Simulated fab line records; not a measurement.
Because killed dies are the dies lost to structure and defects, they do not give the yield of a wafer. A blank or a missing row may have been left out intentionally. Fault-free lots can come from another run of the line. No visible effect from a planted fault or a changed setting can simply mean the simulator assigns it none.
fab line records -- flow gf180mcu
[record] lots = 13, wafers = 39, lastDay = 34
route steps=602 shown POLY_GATE@168 HV_LDD@224 PSD@256
lots that met no fault: taken from a fault-free run of the same line
startH: the number of hours between the record's first day and the start of the first shown wafer of the lot -- waitH: how many hours have passed since the lot's step before this one -- " repeats the value in the row above -- L1.1+2: a single row standing in for several wafers -- - no value present, or no start provided -- * or withheld: withheld -- < > ~ a bound
route shown NAME@n: NAME is a module with steps in the file, n the number in the route of the first one -- usual: mean and standard deviation over wafers with no fault -- same: alike in all rows -- chamber/n: place in a boat -- sites: per-site readings -- _std_site: how widely they spread, as a standard deviation -- _edge_site: the outer-site mean with the inner-site mean subtracted -- radiusMm: for every site, how far away it sits from the centre of the wafer -- mask NAME#n: copy n -- behind: the most recent tool/chamber to have shaped the wafer -- hold: why the lot went on hold/how many hours it stayed there/how the hold came to an end -- device: the transistor (n, p or np) that didn't switch -- end of line: the route-end tests of the same wafers -- a step with no rows: only its recipe -- killed: dies lost to structure and defects at the first sort, not the wafer's yield -- map: a wafer's dies, marking killed ones x, the rest . and places with no die _
set.NAME: the run value of the setting; set.NAME@STEP: its run value at that earlier step -- model.NAME: the simulator's own value behind a step, which no gauge read
a sample of lots followed through the steps of the route, with each step as a table and each wafer as a row
services: from which hour (startH, from the record's first day; less than 0 if before it) a tool's chamber was out of use, for how many hours, and why
[[steps]]
[step GF_POLY_GATE_OVL_MEAS_11]
[usual] POLY_GATE_OVL = 1/5.6
lot.wafer,tool,chamber,startH,waitH,POLY_GATE_OVL[nm]
L400.1,overlay-01,-,211.58,0.1,8
L400.3,overlay-01,-,211.58,0.1,4
L400.4,overlay-01,-,211.58,0.1,5
L401.1,overlay-02,-,217.23,0.1,5
L401.2,overlay-02,-,217.23,0.1,10
L401.4,overlay-02,-,217.23,0.1,2
L402.3,overlay-02,-,224.96,0.1,-6
L402.4,overlay-02,-,224.96,0.1,-6
L402.5,overlay-02,-,224.96,0.1,-9
L403.1,overlay-02,-,228.43,0.1,1
L403.3,overlay-02,-,228.43,0.1,-2
L403.5,overlay-02,-,228.43,0.1,-4
L406.1,overlay-01,-,252.42,0.1,-1
L406.3,overlay-01,-,252.42,0.1,-5
L406.6,overlay-01,-,252.42,0.1,8
L411.3,overlay-02,-,287.19,0.1,0
L411.5,overlay-02,-,287.19,0.1,7
L411.6,overlay-02,-,287.19,0.1,7
L412.1,overlay-02,-,301.27,0.1,-4
L412.4,overlay-02,-,301.27,0.1,-5
L412.5,overlay-02,-,301.27,0.1,-2
L413.1,overlay-02,-,305.12,0.1,-5
L413.5,overlay-02,-,305.12,0.1,-3
L413.6,overlay-02,-,305.12,0.1,-6
L414.3,overlay-02,-,315.26,0.1,5
L414.5,overlay-02,-,315.26,0.1,-4
L414.6,overlay-02,-,315.26,0.1,-3
L416.1,overlay-01,-,328.58,0.1,3
L416.3,overlay-01,-,328.58,0.1,4
L416.6,overlay-01,-,328.58,0.1,-2
L417.1,overlay-02,-,336.62,0.1,-1
L417.2,overlay-02,-,336.62,0.1,3
L417.4,overlay-02,-,336.62,0.1,-2
L419.1,overlay-01,-,347.48,0.1,8
L419.3,overlay-01,-,347.48,0.1,-5
L419.6,overlay-01,-,347.48,0.1,-8
L421.4,overlay-01,-,363.00,0.1,7
L421.5,overlay-01,-,363.00,0.1,1
L421.6,overlay-01,-,363.00,0.1,3
[step GF_POLY_GATE_ETCH_12]
[recipe] chemistry = N2/H2, targetDepthA = withheld, overetchA = withheld, timeS = withheld, target = BARC, ionEnergyEv = 200, sourceW = 500, biasW = 100, pressureMtorr = 30, n2FlowSccm = 100, h2FlowSccm = 200
[usual] drypumpMotorCurrentA = 5.8/0.44, oesProductAu = 0.735/0.0043, throttleValvePct = 13.215/0.0085
lot.wafer,tool,chamber,startH,waitH,drypumpMotorCurrentA,oesProductAu,throttleValvePct
L400.1,rieDiel-01,2,211.62,0.0,5.8,0.733,13.225
L400.3,rieDiel-01,1,211.62,0.0,6.5,0.732,13.204
L400.4,rieDiel-01,3,211.62,0.0,6.5,0.720,13.230
L401.1,rieDiel-04,1,217.27,0.0,5.4,0.732,13.222
L401.2,rieDiel-04,0,217.27,0.0,6.1,0.734,13.196
L401.4,rieDiel-04,2,217.27,0.0,6.0,0.733,13.232
L402.3,rieDiel-01,1,224.98,0.0,6.5,0.729,13.222
L402.4,rieDiel-01,3,224.98,0.0,6.5,0.737,13.218
L402.5,rieDiel-01,2,224.98,0.0,5.8,0.737,13.222
L403.1,rieDiel-04,0,228.47,0.0,6.1,0.731,13.215
L403.3,rieDiel-04,2,228.47,0.0,6.0,0.740,13.208
L403.5,rieDiel-04,0,228.47,0.0,6.2,0.737,13.219
L406.1,rieDiel-04,1,252.46,0.0,5.4,0.734,13.230
L406.3,rieDiel-04,3,252.46,0.0,5.1,0.741,13.209
L406.6,rieDiel-04,0,252.46,0.0,6.2,0.736,13.214
L411.3,rieDiel-04,0,287.22,0.0,6.1,0.732,13.221
L411.5,rieDiel-04,0,287.22,0.0,6.1,0.731,13.213
L411.6,rieDiel-04,2,287.22,0.0,6.0,0.736,13.228
L412.1,rieDiel-01,1,301.31,0.0,6.6,0.735,13.227
L412.4,rieDiel-01,0,301.31,0.0,5.6,0.736,13.212
L412.5,rieDiel-01,1,301.31,0.0,6.6,0.733,13.218
L413.1,rieDiel-03,1,305.16,0.0,6.3,0.740,13.209
L413.5,rieDiel-03,0,305.16,0.0,5.3,0.736,13.222
L413.6,rieDiel-03,1,305.16,0.0,6.3,0.729,13.207
L414.3,rieDiel-04,3,315.28,0.0,5.1,0.736,13.217
L414.5,rieDiel-04,0,315.28,0.0,6.1,0.732,13.215
L414.6,rieDiel-04,3,315.28,0.0,5.2,0.740,13.219
L416.1,rieDiel-01,1,328.62,0.0,6.5,0.737,13.213
L416.3,rieDiel-01,2,328.62,0.0,5.8,0.731,13.220
L416.6,rieDiel-01,1,328.62,0.0,6.5,0.737,13.211
L417.1,rieDiel-01,1,336.66,0.0,6.6,0.741,13.224
L417.2,rieDiel-01,0,336.66,0.0,5.6,0.733,13.223
L417.4,rieDiel-01,2,336.66,0.0,5.8,0.738,13.222
L419.1,rieDiel-03,0,347.52,0.0,5.3,0.741,13.218
L419.3,rieDiel-03,2,347.52,0.0,5.8,0.735,13.226
L419.6,rieDiel-03,3,347.52,0.0,6.1,0.738,13.217
L421.4,rieDiel-03,0,363.02,0.0,5.3,0.734,13.211
L421.5,rieDiel-03,3,363.02,0.0,6.1,0.728,13.212
L421.6,rieDiel-03,0,363.02,0.0,5.3,0.735,13.214
[step GF_HV_LDD_IMPLANT_48]
[recipe] species = B, energyKev = 25, doseCm2 = 3e+13, tiltDeg = 7
[usual] beamEnergyKeV = 24.999/0.007, doseIonsCm2 = 3e+13/3.1e+10, faradayCurrentUA = 169/3.2
lot.wafer,tool,chamber,startH,waitH,beamEnergyKeV,doseIonsCm2,faradayCurrentUA
L400.1,implanter-04,0,290.43,0.0,25.010,3.004e+13,173
L400.3,implanter-04,0,290.43,0.0,25.005,2.998e+13,169
L400.4,implanter-04,0,290.43,0.0,24.994,3.003e+13,167
L401.1,implanter-04,0,296.78,0.0,25.005,3.002e+13,167
L401.2,implanter-04,0,296.78,0.0,24.989,3e+13,172
L401.4,implanter-04,0,296.78,0.0,24.996,3.003e+13,168
L402.3,implanter-04,0,304.81,0.1,24.994,3.406e+13,184
L402.4,implanter-04,0,304.81,0.1,24.999,3.407e+13,196
L402.5,implanter-04,0,304.81,0.1,24.998,3.408e+13,189
L403.1,implanter-04,0,308.56,0.0,24.993,3.407e+13,192
L403.3,implanter-04,0,308.56,0.0,24.992,3.412e+13,194
L403.5,implanter-04,0,308.56,0.0,24.985,3.406e+13,190
L406.1,implanter-02,0,336.93,0.0,24.983,2.997e+13,170
L406.3,implanter-02,0,336.93,0.0,25.011,2.994e+13,174
L406.6,implanter-02,0,336.93,0.0,25.007,2.995e+13,173
L411.3,implanter-01,0,377.08,0.1,25.001,3e+13,164
L411.5,implanter-01,0,377.08,0.1,25.000,2.995e+13,168
L411.6,implanter-01,0,377.08,0.1,24.999,2.992e+13,174
L412.1,implanter-04,0,391.98,0.0,24.990,3.004e+13,169
L412.4,implanter-04,0,391.98,0.0,24.996,3.002e+13,163
L412.5,implanter-04,0,391.98,0.0,25.002,3.004e+13,174
L413.1,implanter-04,0,398.46,0.0,25.007,2.997e+13,163
L413.5,implanter-04,0,398.46,0.0,25.018,3.001e+13,172
L413.6,implanter-04,0,398.46,0.0,25.002,2.998e+13,168
L414.3,implanter-02,0,409.45,0.1,25.019,2.999e+13,170
L414.5,implanter-02,0,409.45,0.1,25.011,2.996e+13,167
L414.6,implanter-02,0,409.45,0.1,25.004,3.007e+13,172
L416.1,implanter-02,0,423.96,0.0,24.997,3.001e+13,175
L416.3,implanter-02,0,423.96,0.0,25.000,3e+13,171
L416.6,implanter-02,0,423.96,0.0,24.998,2.995e+13,170
L417.1,implanter-02,0,431.30,0.0,25.003,2.999e+13,171
L417.2,implanter-02,0,431.30,0.0,25.016,2.996e+13,170
L417.4,implanter-02,0,431.30,0.0,25.006,3e+13,172
L419.1,implanter-01,0,441.11,0.0,24.998,3.004e+13,169
L419.3,implanter-01,0,441.11,0.0,24.989,3.006e+13,171
L419.6,implanter-01,0,441.11,0.0,25.000,3.005e+13,166
L421.4,implanter-01,0,461.23,0.1,25.003,2.997e+13,169
L421.5,implanter-01,0,461.23,0.1,25.008,2.997e+13,174
L421.6,implanter-01,0,461.23,0.1,25.000,3e+13,172
[step GF_HV_LDD_TW_MEAS_50]
[usual] HV_LDD_4_TW = 566/4.1
lot.wafer,tool,chamber,startH,waitH,HV_LDD_4_TW
L400.1,filmMetro-01,-,290.68,0.1,565
L400.3,filmMetro-01,-,290.68,0.1,562
L400.4,filmMetro-01,-,290.68,0.1,560
L401.1,filmMetro-02,-,297.03,0.1,567
L401.2,filmMetro-02,-,297.03,0.1,572
L401.4,filmMetro-02,-,297.03,0.1,569
L402.3,filmMetro-03,-,305.03,0.1,582
L402.4,filmMetro-03,-,305.03,0.1,582
L402.5,filmMetro-03,-,305.03,0.1,579
L403.1,filmMetro-03,-,308.81,0.1,580
L403.3,filmMetro-03,-,308.81,0.1,583
L403.5,filmMetro-03,-,308.81,0.1,584
L406.1,filmMetro-03,-,337.18,0.1,561
L406.3,filmMetro-03,-,337.18,0.1,558
L406.6,filmMetro-03,-,337.18,0.1,558
L411.3,filmMetro-02,-,377.30,0.1,569
L411.5,filmMetro-02,-,377.30,0.1,571
L411.6,filmMetro-02,-,377.30,0.1,570
L412.1,filmMetro-02,-,392.23,0.1,568
L412.4,filmMetro-02,-,392.23,0.1,570
L412.5,filmMetro-02,-,392.23,0.1,568
L413.1,filmMetro-03,-,398.71,0.1,563
L413.5,filmMetro-03,-,398.71,0.1,563
L413.6,filmMetro-03,-,398.71,0.1,561
L414.3,filmMetro-02,-,409.67,0.1,568
L414.5,filmMetro-02,-,409.67,0.1,567
L414.6,filmMetro-02,-,409.67,0.1,567
L416.1,filmMetro-02,-,424.21,0.1,567
L416.3,filmMetro-02,-,424.21,0.1,565
L416.6,filmMetro-02,-,424.21,0.1,565
L417.1,filmMetro-02,-,431.55,0.1,566
L417.2,filmMetro-02,-,431.55,0.1,566
L417.4,filmMetro-02,-,431.55,0.1,568
L419.1,filmMetro-01,-,441.36,0.1,568
L419.3,filmMetro-01,-,441.36,0.1,566
L419.6,filmMetro-01,-,441.36,0.1,570
L421.4,filmMetro-01,-,461.43,0.1,568
L421.5,filmMetro-01,-,461.43,0.1,565
L421.6,filmMetro-01,-,461.43,0.1,563
[step GF_PSD_OVL_MEAS_08]
[usual] PSD_OVL = 0.1/1.3
lot.wafer,tool,chamber,startH,waitH,PSD_OVL[nm]
L400.1,overlay-02,-,335.68,0.1,0.4
L400.3,overlay-02,-,335.68,0.1,0.6
L400.4,overlay-02,-,335.68,0.1,0.5
L401.1,overlay-01,-,342.36,0.1,0.5
L401.2,overlay-01,-,342.36,0.1,-0.4
L401.4,overlay-01,-,342.36,0.1,-0.8
L402.3,overlay-01,-,350.78,0.1,1.1
L402.4,overlay-01,-,350.78,0.1,0.9
L402.5,overlay-01,-,350.78,0.1,-0.5
L403.1,overlay-01,-,355.03,0.1,0.0
L403.3,overlay-01,-,355.03,0.1,-0.3
L403.5,overlay-01,-,355.03,0.1,-1.3
L406.1,overlay-02,-,385.33,0.1,0.3
L406.3,overlay-02,-,385.33,0.1,0.4
L406.6,overlay-02,-,385.33,0.1,0.9
L411.3,overlay-02,-,427.46,0.1,-0.6
L411.5,overlay-02,-,427.46,0.1,0.3
L411.6,overlay-02,-,427.46,0.1,0.5
L412.1,overlay-01,-,443.08,0.1,-2.1
L412.4,overlay-01,-,443.08,0.1,-0.8
L412.5,overlay-01,-,443.08,0.1,-2.8
L413.1,overlay-02,-,450.04,0.1,-3.4
L413.5,overlay-02,-,450.04,0.1,-3.3
L413.6,overlay-02,-,450.04,0.1,-3.6
L414.3,overlay-01,-,461.43,0.1,2.9
L414.5,overlay-01,-,461.43,0.1,5.1
L414.6,overlay-01,-,461.43,0.1,2.8
L416.1,overlay-01,-,479.23,0.1,-1.6
L416.3,overlay-01,-,479.23,0.1,-1.3
L416.6,overlay-01,-,479.23,0.1,0.4
L417.1,overlay-02,-,483.00,0.1,-0.1
L417.2,overlay-02,-,483.00,0.1,0.4
L417.4,overlay-02,-,483.00,0.1,0.4
L419.1,overlay-02,-,491.44,0.1,0.2
L419.3,overlay-02,-,491.44,0.1,-0.4
L419.6,overlay-02,-,491.44,0.1,0.7
L421.4,overlay-01,-,511.69,0.1,-0.2
L421.5,overlay-01,-,511.69,0.1,0.1
L421.6,overlay-01,-,511.69,0.1,-0.3
[[services]]
tool,chamber,startH,hours,kind
implanter-01,-,202.55,0.6,repair
rieDiel-03,1,204.13,18.1,repair
rieDiel-01,0,207.16,4.8,repair
rieDiel-01,0,234.17,1.5,repair
rieDiel-04,2,238.49,16.1,repair
implanter-04,-,248.04,6.6,repair
implanter-01,-,250.84,0.6,repair
implanter-04,-,254.20,8.3,repair
rieDiel-01,3,262.68,1.7,repair
rieDiel-04,1,284.93,50.2,repair
rieDiel-04,0,289.66,11.5,repair
implanter-02,-,309.22,4.1,pm
implanter-01,-,355.82,1.2,repair
implanter-04,-,366.75,4.0,repair
implanter-02,-,368.81,2.9,pm
implanter-02,-,375.38,7.0,pm
rieDiel-04,-,378.34,0.2,repair
rieDiel-03,-,390.75,14.6,pm
implanter-01,-,398.49,2.1,pm
rieDiel-04,3,421.20,8.3,repair
implanter-02,-,427.49,3.2,repair
rieDiel-01,1,429.67,64.3,repair
rieDiel-04,2,437.70,2.9,repair
implanter-01,-,444.26,6.0,pm
[[key]]
[firstSign] step = GF_HV_LDD_IMPLANT_48, reading = doseIonsCm2, direction = up, sigmas = 99+, usual = 3e+13, struck = 3.408e+13
[effect] step = GF_HV_LDD_IMPLANT_48, reading = faradayCurrentUA, direction = up, sigmas = 6.7, usual = 169, struck = 191
[effect] step = GF_HV_LDD_TW_MEAS_50, reading = HV_LDD_4_TW, direction = up, sigmas = 3.8, usual = 566, struck = 582
metAt GF_HV_LDD_IMPLANT_48
struckLots L402,L403
testerLeftOut L402,L403
notActingAt GF_POLY_GATE_OVL_MEAS_11,GF_POLY_GATE_ETCH_12,GF_PSD_OVL_MEAS_08
onsetBetween 296.78 304.81
[fault] kind = processParameterDrift, tool = implanter-04, chamber = -, onsetH = 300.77, steps = GF_HV_LDD_IMPLANT_48, channel = doseCm2, offset = 4.083e+12, shape = step, endH = 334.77, actsIn = theseRecipesOnly, stated = 3e+13
// testerLeftOut: of these lots the tester's yield and bins aren't shown, on N5 and GAA mostly nor the transistor test; their killed dies are dies lost to structure and defects alone, not to doping, threshold or leakage, so they don't give the yield
